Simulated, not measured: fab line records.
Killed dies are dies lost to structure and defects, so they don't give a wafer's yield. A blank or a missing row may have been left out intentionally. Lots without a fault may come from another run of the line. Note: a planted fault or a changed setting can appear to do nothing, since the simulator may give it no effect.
Matching of chambers :: flow gf180mcu :: GF_CONTACT_CMP_04 on cmp-01 has 4 sister chambers
The step polishes SiO2. 8 wafers are shown with their chamber, then 6 later ones without.

WAFERS PAIRED WITH THEIR CHAMBERS
wafer: L755.4
chamber: 2
motorCurrentA (A): 9.7
timeToEndpointS (s): 117

wafer: L757.3
chamber: 0
motorCurrentA (A): 10.5
timeToEndpointS (s): 113

wafer: L758.3
chamber: 1
motorCurrentA (A): 11.3
timeToEndpointS (s): 111

wafer: L760.1
chamber: 0
motorCurrentA (A): 11.4
timeToEndpointS (s): 114

wafer: L760.3
chamber: 2
motorCurrentA (A): 10.1
timeToEndpointS (s): 108

wafer: L760.5
chamber: 3
motorCurrentA (A): 10.4
timeToEndpointS (s): 120

wafer: L764.2
chamber: 1
motorCurrentA (A): 11.4
timeToEndpointS (s): 112

wafer: L764.3
chamber: 3
motorCurrentA (A): 10.4
timeToEndpointS (s): 113

WAFERS WITHOUT THEIR CHAMBER
wafer: L764.4
motorCurrentA (A): 10.1
timeToEndpointS (s): 114

wafer: L768.1
motorCurrentA (A): 10.4
timeToEndpointS (s): 118

wafer: L768.6
motorCurrentA (A): 11.1
timeToEndpointS (s): 127

wafer: L772.2
motorCurrentA (A): 11.3
timeToEndpointS (s): 107

wafer: L772.4
motorCurrentA (A): 10.2
timeToEndpointS (s): 108

wafer: L772.6
motorCurrentA (A): 9.7
timeToEndpointS (s): 112

THE CHAMBER EACH PASSED THROUGH
wafer: L764.4
from the rows above: can't be placed: 2 or 3 or 0
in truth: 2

wafer: L768.1
from the rows above: can't be placed: 3 or 0 or 2
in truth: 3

wafer: L768.6
from the rows above: can't be placed: 3 or 0 or 1 or 2
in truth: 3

wafer: L772.2
from the rows above: can't be placed: 1 or 0
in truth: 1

wafer: L772.4
from the rows above: can't be placed: 2 or 3 or 0 or 1
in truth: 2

wafer: L772.6
from the rows above: can't be placed: 2 or 3
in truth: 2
Placed correctly: 0 of 6. Cannot be placed on the basis of these rows: 6; the candidates contain the true chamber in 6. Wrongly placed: 0.
How it was worked out, from the rows above alone: a wafer's distance from a chamber is the root of the sum, over the readings, of the square of ((its reading less the chamber's mean) divided by the reading's scatter). If the next closest chamber is less than 2 further off than the closest, the wafer can't be placed; otherwise it belongs to the closest. A chamber's mean is the mean of its shown wafers. How the scatter is found: for the shown wafers, subtract from each reading the mean of its chamber, square and add these, divide the total by (wafers less chambers), then take the root.
